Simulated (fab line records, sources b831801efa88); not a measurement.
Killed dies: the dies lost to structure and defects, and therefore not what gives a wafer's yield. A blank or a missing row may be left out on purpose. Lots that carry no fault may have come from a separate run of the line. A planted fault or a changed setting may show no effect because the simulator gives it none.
Which tool did it?    flow sky130    13 lots with 39 wafers sampled at 3 steps, on a route of 708 steps

== WHAT EACH GAUGE READ, for each wafer ==
SKY_POLY_GATE_CD_MEAS_22.
lot   measured      on         cd-nm (nm)
L822  day 17 06:08  cd-sem-02  152 141 149
L823  day 17 14:55  cd-sem-02  147 150 151
L825  day 18 09:37  cd-sem-02  147 150 148
L824  day 18 09:39  cd-sem-01  149 147 148
L827  day 18 21:29  cd-sem-02  154 152 156
L828  day 19 08:48  cd-sem-01  152 151 149
L832  day 20 15:56  cd-sem-02  152 148 154
L834  day 21 01:04  cd-sem-01  152 155 149
L833  day 21 02:24  cd-sem-02  158 149 154
L840  day 23 12:55  cd-sem-01  148 151 145
L842  day 24 08:32  cd-sem-01  144 150 145
L843  day 24 12:23  cd-sem-02  145 152 150
L844  day 24 15:36  cd-sem-01  142 149 148

SKY_LDD_P_OVL_MEAS_08.
lot   measured      on          LDD_P_OVL (nm)
L822  day 19 19:56  overlay-01  0.1 1.1 -0.2
L823  day 20 04:46  overlay-01  -1.2 1.3 -0.6
L825  day 20 23:44  overlay-01  1.1 0.6 0.9
L824  day 21 00:03  overlay-02  0.5 1.1 2.2
L827  day 21 12:28  overlay-02  -1.4 -0.7 -2.1
L828  day 21 22:46  overlay-02  -0.7 -1.5 -0.1
L832  day 23 05:31  overlay-01  -1.0 -1.2 -0.2
L834  day 23 14:35  overlay-01  0.6 -0.9 -0.6
L833  day 23 16:55  overlay-02  1.6 1.3 1.5
L840  day 26 01:37  overlay-02  -1.3 1.4 2.2
L842  day 26 20:55  overlay-01  -0.6 -1.9 0.7
L843  day 26 23:18  overlay-02  -0.7 1.1 0.3
L844  day 27 03:46  overlay-01  2.0 2.9 2.0

== WHAT TOOL EACH LOT RAN ON (gives the tool, then ch and the chambers of the sampled wafers, and finally the start) ==
lot   SKY_LDD_N_IMPLANT_09
L822  implanter-04 ch 0, day 18 11:52
L823  implanter-04 ch 0, day 18 20:59
L825  implanter-01 ch 0, day 19 16:14
L824  implanter-02 ch 0, day 19 16:34
L827  implanter-01 ch 0, day 20 04:32
L828  implanter-01 ch 0, day 20 15:11
L832  implanter-01 ch 0, day 21 22:29
L834  implanter-04 ch 0, day 22 07:47
L833  implanter-01 ch 0, day 22 09:05
L840  implanter-02 ch 0, day 24 18:56
L842  implanter-04 ch 0, day 25 14:07
L843  implanter-01 ch 0, day 25 17:29
L844  implanter-01 ch 0, day 25 21:22
- SKY_LDD_N_IMPLANT_09

== AS READ BY THE TOOLS THEMSELVES (means over the sampled wafers that have a number; for cases with no such wafer, the mark the record gives instead) ==
SKY_LDD_N_IMPLANT_09.
lot   tool          beam-energy-keV  beam-on-s (s)
L822  implanter-04  20.000           9.90
L823  implanter-04  20.009           10.02
L825  implanter-01  19.997           10.01
L824  implanter-02  19.991           9.94
L827  implanter-01  19.999           10.31
L828  implanter-01  19.997           10.06
L832  implanter-01  16.993           9.79
L834  implanter-04  20.008           9.98
L833  implanter-01  16.985           9.88
L840  implanter-02  20.002           9.98
L842  implanter-04  20.000           10.06
L843  implanter-01  19.994           9.89
L844  implanter-01  20.012           10.06

== THE ANSWER, worked out from the rows above alone ==
Rule: what is usual is taken from the lots themselves. The widest of any qualifying gaps counts: lots, ordered by their means at a reading, are off when they make up no more than a third of the lots, leave a main group of 4 or more, and stand apart from it by 3 or more times the standard deviation of that group's means. A main group is skipped when, at the precision printed for the reading in the tables above, its means are all equal. A lot without any number at a reading at which 4 lots or more have one is off too. All remaining lots with rows at the step are treated as sound. After the gauges, taken in route order, come the tools' own readings; for these a lot's mean is taken, as printed above. The first step at which some lot is off is used, and at that step the reading that is off furthest; a lot without a number counts as furthest.
Off: L832, L833 (SKY_LDD_N_IMPLANT_09, beam-energy-keV). For the main group the mean is 20.001 and the standard deviation 0.0062.
A tool fits if, at that step or a process step before it, it ran every lot that is off, and no sound lot after the first of them. Of those tried, none fits.

== WHAT THE SIMULATOR PUT IN ==
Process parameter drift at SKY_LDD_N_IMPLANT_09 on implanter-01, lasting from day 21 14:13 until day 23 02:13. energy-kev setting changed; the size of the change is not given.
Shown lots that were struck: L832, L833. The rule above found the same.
